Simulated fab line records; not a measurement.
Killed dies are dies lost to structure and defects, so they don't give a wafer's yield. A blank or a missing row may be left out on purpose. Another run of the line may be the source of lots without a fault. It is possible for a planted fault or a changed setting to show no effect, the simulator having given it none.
fab line records    flow sky130
record lots=14  wafers=42  lastDay=51
route steps=708 shown LI_CONTACT@381 METAL4@600 CAP2M@606 PAD_OPEN@708
lots that met no fault: taken from a fault-free run of the same line
startH: the number of hours between the record's first day and the start of the first shown wafer of the lot    waitH: hours elapsed since this lot's preceding step    " identical to the entry in the row above    L1.1+2: a single row standing in for several wafers    - no value, or no start was given    * or withheld: withheld    < > ~ a bound
route shown NAME@n: a module of which the file shows steps, and the number in the route of the first    usual: average and standard deviation across the fault-free wafers    same: alike in all rows    chamber/n: place in a boat    sites: per-site readings    _std_site: how widely they spread, as a standard deviation    _edge_site: the outer-site mean with the inner-site mean subtracted    radiusMm: for every site, how far away it sits from the centre of the wafer    mask NAME#n: copy n    behind: tool/chamber where the wafer was last shaped    hold: why the lot went on hold/how many hours it stayed there/how the hold came to an end    device: the transistor (n, p or np) that didn't switch    end of line: tests run on the same wafers once the route is complete    for a step that has no rows: nothing shown but its recipe    killed: at the first sort, the dies lost to defects and structure; wafer yield is something else    map: shows each die of a wafer: x if killed, . if not, _ if none is there
set.NAME: setting as actually run; set.NAME@STEP: the setting as run at that earlier step    model.NAME: the simulator's own value behind a step, which no gauge read
a sample of lots followed through the steps of the route, with each step as a table and each wafer as a row
services: when a tool's chamber went out of use (startH, in hours from the record's first day, below 0 if earlier), for how many hours, and the reason
## steps
# step SKY_LI_CONTACT_SPUTTER_19
# recipe material=Ti  targetThkNm=20  chamberPressurePa=5  powerW=2500  substrateTempC=200  timeS=106.37
# usual throttleValvePct=30.0/0.74
lot.wafer  tool           chamber  startH  waitH  throttleValvePct
L816.3     pvdSputter-01  -        680.26  0.0    29.8
L816.4     "              -        "       "      30.0
L816.5     "              -        "       "      30.1
L821.1     pvdSputter-01  -        722.53  0.0    30.0
L821.2     "              -        "       "      29.9
L821.4     "              -        "       "      29.7
L825.2     pvdSputter-01  -        753.91  0.0    30.5
L825.5     "              -        "       "      29.9
L825.6     "              -        "       "      32.0
L824.4     pvdSputter-01  -        755.38  0.0    31.9
L824.5     "              -        "       "      29.8
L824.6     "              -        "       "      32.0
L828.1     pvdSputter-04  -        780.98  0.0    28.7
L828.2     "              -        "       "      30.2
L828.5     "              -        "       "      29.8
L830.2     pvdSputter-04  -        798.72  0.0    29.7
L830.3     "              -        "       "      29.1
L830.5     "              -        "       "      28.9
L831.1     pvdSputter-03  -        810.12  0.0    29.2
L831.2     "              -        "       "      29.3
L831.3     "              -        "       "      30.2
L832.3     pvdSputter-01  -        811.67  0.0    29.8
L832.4     "              -        "       "      32.2
L832.6     "              -        "       "      30.3
L833.3     pvdSputter-01  -        813.92  0.0    29.9
L833.4     "              -        "       "      29.8
L833.5     "              -        "       "      29.9
L834.2     pvdSputter-01  -        824.42  0.0    31.8
L834.4     "              -        "       "      29.9
L834.6     "              -        "       "      29.7
L836.3     pvdSputter-01  -        834.77  0.0    29.5
L836.4     "              -        "       "      29.7
L836.5     "              -        "       "      30.2
L835.3     pvdSputter-04  -        835.00  0.0    30.5
L835.5     "              -        "       "      28.8
L835.6     "              -        "       "      30.1
L838.1     pvdSputter-03  -        880.97  0.0    30.4
L838.3     "              -        "       "      29.4
L838.6     "              -        "       "      29.1
L839.1     pvdSputter-04  -        882.12  0.0    28.8
L839.2     "              -        "       "      29.8
L839.6     "              -        "       "      28.8
# step SKY_METAL4_SPUTTER_02
# recipe material=AlCu  targetThkNm=735  powerW=10600  timeS=39.1  chamberPressurePa=0.4
# usual throttleValvePct=29.8/1
lot.wafer  tool           chamber  startH   waitH  throttleValvePct
L816.3     pvdSputter-01  -        933.38   0.0    31.9
L816.4     "              -        "        "      29.9
L816.5     "              -        "        "      30.2
L821.1     pvdSputter-01  -        970.33   0.0    32.1
L821.2     "              -        "        "      30.1
L821.4     "              -        "        "      30.0
L825.2     pvdSputter-01  -        997.68   0.0    29.5
L825.5     "              -        "        "      29.7
L825.6     "              -        "        "      30.1
L824.4     pvdSputter-03  -        997.88   0.0    29.4
L824.5     "              -        "        "      30.1
L824.6     "              -        "        "      29.4
L828.1     pvdSputter-02  -        1022.65  0.0    29.3
L828.2     "              -        "        "      29.3
L828.5     "              -        "        "      29.4
L830.2     pvdSputter-02  -        1036.34  0.0    29.3
L830.3     "              -        "        "      29.9
L830.5     "              -        "        "      29.4
L831.1     pvdSputter-02  -        1046.79  0.0    27.0
L831.2     "              -        "        "      29.2
L831.3     "              -        "        "      29.4
L832.3     pvdSputter-02  -        1048.11  0.0    29.1
L832.4     "              -        "        "      30.0
L832.6     "              -        "        "      29.8
L833.3     pvdSputter-03  -        1048.76  0.0    30.2
L833.4     "              -        "        "      29.7
L833.5     "              -        "        "      30.3
L834.2     pvdSputter-01  -        1058.26  0.0    29.9
L834.4     "              -        "        "      30.0
L834.6     "              -        "        "      30.3
L836.3     pvdSputter-01  -        1066.75  0.0    30.0
L836.4     "              -        "        "      30.0
L836.5     "              -        "        "      30.1
L835.3     pvdSputter-03  -        1067.23  0.0    30.4
L835.5     "              -        "        "      29.3
L835.6     "              -        "        "      29.2
L838.1     pvdSputter-02  -        1102.54  0.0    29.6
L838.3     "              -        "        "      29.7
L838.6     "              -        "        "      29.2
L839.1     pvdSputter-03  -        1106.38  0.0    29.3
L839.2     "              -        "        "      29.4
L839.6     "              -        "        "      29.1
# step SKY_CAP2M_RS_MEAS_03
# recipe thkMeasGauge=four-point-probe  reads=TiN_of_CAP2M_SPUTTER_02
# usual CAP2M_TIN_RS=6.86/0.068
lot.wafer  tool          chamber  startH   waitH  CAP2M_TIN_RS[ohm/sq]
L816.3     filmMetro-01  -        933.72   0.1    6.80
L816.4     "             -        "        "      6.84
L816.5     "             -        "        "      6.77
L821.1     filmMetro-01  -        970.63   0.1    6.87
L821.2     "             -        "        "      6.87
L821.4     "             -        "        "      6.85
L825.2     filmMetro-02  -        998.00   0.1    6.84
L825.5     "             -        "        "      6.88
L825.6     "             -        "        "      6.86
L824.4     filmMetro-01  -        998.25   0.1    6.86
L824.5     "             -        "        "      6.92
L824.6     "             -        "        "      6.89
L828.1     filmMetro-04  -        1022.96  0.1    6.88
L828.2     "             -        "        "      6.86
L828.5     "             -        "        "      6.85
L830.2     filmMetro-02  -        1036.66  0.1    6.81
L830.3     "             -        "        "      6.76
L830.5     "             -        "        "      6.78
L831.1     filmMetro-04  -        1047.09  0.1    6.84
L831.2     "             -        "        "      6.91
L831.3     "             -        "        "      6.97
L832.3     filmMetro-01  -        1048.45  0.1    6.87
L832.4     "             -        "        "      6.87
L832.6     "             -        "        "      6.87
L833.3     filmMetro-02  -        1049.10  0.1    6.79
L833.4     "             -        "        "      6.85
L833.5     "             -        "        "      6.79
L834.2     filmMetro-01  -        1058.57  0.1    6.95
L834.4     "             -        "        "      6.97
L834.6     "             -        "        "      6.99
L836.3     filmMetro-01  -        1067.09  0.1    6.90
L836.4     "             -        "        "      6.88
L836.5     "             -        "        "      6.88
L835.3     filmMetro-01  -        1067.57  0.1    6.93
L835.5     "             -        "        "      6.96
L835.6     "             -        "        "      6.99
L838.1     filmMetro-02  -        1102.84  0.1    6.84
L838.3     "             -        "        "      6.77
L838.6     "             -        "        "      6.83
L839.1     filmMetro-01  -        1106.68  0.1    6.87
L839.2     "             -        "        "      6.86
L839.6     "             -        "        "      6.82
# step SKY_METAL4_OVL_MEAS_14
# usual METAL4_OVL=2/5.5
lot.wafer  tool        chamber  startH   waitH  METAL4_OVL[nm]
L816.3     overlay-02  -        981.55   0.1    10
L816.4     "           -        "        "      9
L816.5     "           -        "        "      14
L821.1     overlay-01  -        1017.86  0.1    1
L821.2     "           -        "        "      7
L821.4     "           -        "        "      2
L825.2     overlay-01  -        1044.89  0.1    5
L825.5     "           -        "        "      8
L825.6     "           -        "        "      5
L824.4     overlay-02  -        1044.97  0.1    5
L824.5     "           -        "        "      2
L824.6     "           -        "        "      0
L828.1     overlay-01  -        1067.76  0.1    2
L828.2     "           -        "        "      -4
L828.5     "           -        "        "      -1
L830.2     overlay-01  -        1081.07  0.1    1
L830.3     "           -        "        "      -3
L830.5     "           -        "        "      5
L831.1     overlay-01  -        1089.51  0.1    8
L831.2     "           -        "        "      3
L831.3     "           -        "        "      2
L832.3     overlay-02  -        1091.75  0.1    -7
L832.4     "           -        "        "      -4
L832.6     "           -        "        "      -3
L833.3     overlay-01  -        1092.27  0.1    -1
L833.4     "           -        "        "      -2
L833.5     "           -        "        "      4
L834.2     overlay-01  -        1101.27  0.1    5
L834.4     "           -        "        "      2
L834.6     "           -        "        "      6
L836.3     overlay-02  -        1110.02  0.1    -2
L836.4     "           -        "        "      -8
L836.5     "           -        "        "      1
L835.3     overlay-01  -        1110.37  0.1    -5
L835.5     "           -        "        "      -3
L835.6     "           -        "        "      -4
L838.1     overlay-01  -        1141.96  0.1    2
L838.3     "           -        "        "      0
L838.6     "           -        "        "      -1
L839.1     overlay-01  -        1144.61  0.1    0
L839.2     "           -        "        "      0
L839.6     "           -        "        "      0
# step SKY_PAD_OPEN_PROBE_99
# usual killed_at_M0_to_M3=43/6.8  killed_at_M4_up=3.1/1.8  killedAtContacts=25/5.8  killedAtFrontEnd=15/4.2  killedAtOther=0.3/0.5  killedDies=87/9.7  killedOnRim=17/4.1  killedOpen=47/7.3  killedShort=39/6.6
# same grossDies=492  killedAtBackSide=0
lot.wafer  tool       chamber  startH   waitH  killed_at_M0_to_M3  killed_at_M4_up  killedAtContacts  killedAtFrontEnd  killedAtOther  killedDies  killedOnRim  killedOpen  killedShort
L825.2     prober-02  -        1132.54  0.1    36                  1                78                18                0              133         17           51          31
L825.5     prober-02  -        1132.69  0.2    53                  6                71                16                0              146         20           55          39
L825.6     prober-02  -        1132.74  0.2    36                  0                47                9                 0              92          21           34          31
L824.4     prober-01  -        1133.75  0.2    38                  1                46                17                1              103         18           39          33
L824.5     prober-01  -        1133.80  0.2    47                  3                76                12                0              138         12           44          38
L824.6     prober-01  -        1133.85  0.2    43                  2                52                11                0              108         22           53          30
# killed by level:class
L825.2 LI_CONTACT:unspecified=51 VIA1:geometricParticle:open=13 LI_CONTACT:geometricParticle:open=9 CONTACT:geometricParticle:open=7 LOCAL_INTERCONNECT:geometricParticle:short=6 VIA2:geometricParticle:open=6 FIELD_ISO:geometricParticle:open=5 FIELD_ISO:geometricParticle:short=5
L825.5 LI_CONTACT:unspecified=52 VIA3:geometricParticle:open=15 VIA1:geometricParticle:open=10 METAL2:geometricParticle:short=8 CONTACT:geometricParticle:open=7 LI_CONTACT:geometricParticle:open=6 FIELD_ISO:geometricParticle:short=5 FIELD_ISO:geometricParticle:open=4
L825.6 LI_CONTACT:unspecified=27 VIA1:geometricParticle:open=12 LI_CONTACT:geometricParticle:open=8 VIA1:geometricParticle:short=8 CONTACT:geometricParticle:open=7 CONTACT:geometricParticle:short=4 METAL1:geometricParticle:short=4 FIELD_ISO:geometricParticle:short=3
L824.4 LI_CONTACT:unspecified=31 VIA2:geometricParticle:open=9 LI_CONTACT:geometricParticle:open=8 METAL1:geometricParticle:short=8 FIELD_ISO:geometricParticle:open=5 VIA2:geometricParticle:short=5 VIA3:geometricParticle:open=5 VIA1:geometricParticle:open=4
L824.5 LI_CONTACT:unspecified=56 CONTACT:geometricParticle:open=9 VIA3:geometricParticle:open=8 VIA1:geometricParticle:open=6 VIA1:geometricParticle:short=6 LI_CONTACT:geometricParticle:open=5 METAL1:geometricParticle:short=5 VIA2:geometricParticle:short=4
L824.6 LI_CONTACT:unspecified=25 VIA1:geometricParticle:open=16 LOCAL_INTERCONNECT:geometricParticle:short=8 CONTACT:geometricParticle:open=7 LI_CONTACT:geometricParticle:open=6 VIA2:geometricParticle:open=6 VIA3:geometricParticle:open=5 VIA1:geometricParticle:short=4
## services
tool           chamber  startH   hours  kind
pvdSputter-02  -        671.33   1.2    repair
pvdSputter-02  -        678.80   2.5    repair
pvdSputter-01  2        707.06   -      consumableReplace:kit
pvdSputter-01  2        707.06   18.0   scheduledDown
pvdSputter-01  2        707.06   18.0   ventCycle
pvdSputter-03  -        712.14   4.3    repair
pvdSputter-02  -        740.95   5.5    repair
pvdSputter-03  3        778.34   -      consumableReplace:kit
pvdSputter-03  3        778.34   18.0   scheduledDown
pvdSputter-03  3        778.34   18.0   ventCycle
pvdSputter-01  -        818.93   2.9    repair
pvdSputter-02  -        820.47   1.4    repair
pvdSputter-03  -        869.41   4.9    repair
pvdSputter-01  -        874.92   3.5    repair
pvdSputter-02  -        919.42   3.8    repair
pvdSputter-04  -        944.69   2.5    repair
pvdSputter-03  -        1014.78  18.9   repair
pvdSputter-01  1        1037.62  -      consumableReplace:kit
pvdSputter-01  1        1037.62  18.0   scheduledDown
pvdSputter-01  1        1037.62  18.0   ventCycle
pvdSputter-03  2        1039.33  -      consumableReplace:kit
pvdSputter-03  2        1039.33  18.0   scheduledDown
pvdSputter-04  -        1050.04  23.7   repair
pvdSputter-01  -        1059.79  2.6    repair
## key
firstSign step=SKY_PAD_OPEN_PROBE_99  reading=killedAtContacts  direction=up  sigmas=6.4  usual=25  struck=62
effect step=SKY_PAD_OPEN_PROBE_99  reading=killedDies  direction=up  sigmas=3.5  usual=87  struck=120
metAt SKY_LI_CONTACT_SPUTTER_19
struckLots L824,L825
testerLeftOut L824,L825
notActingAt SKY_METAL4_SPUTTER_02,SKY_CAP2M_RS_MEAS_03,SKY_METAL4_OVL_MEAS_14
onsetBetween 722.53 753.91
fault kind=chamberParticleSource  tool=pvdSputter-01  chamber=-  onsetH=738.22  steps=SKY_LI_CONTACT_SPUTTER_19  ratePerVisitCm2=0.86698  endH=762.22
# testerLeftOut: of these lots the tester's yield and bins aren't shown, on N5 and GAA mostly nor the transistor test; their killed dies are dies lost to structure and defects alone, not to doping, threshold or leakage, so they don't give the yield
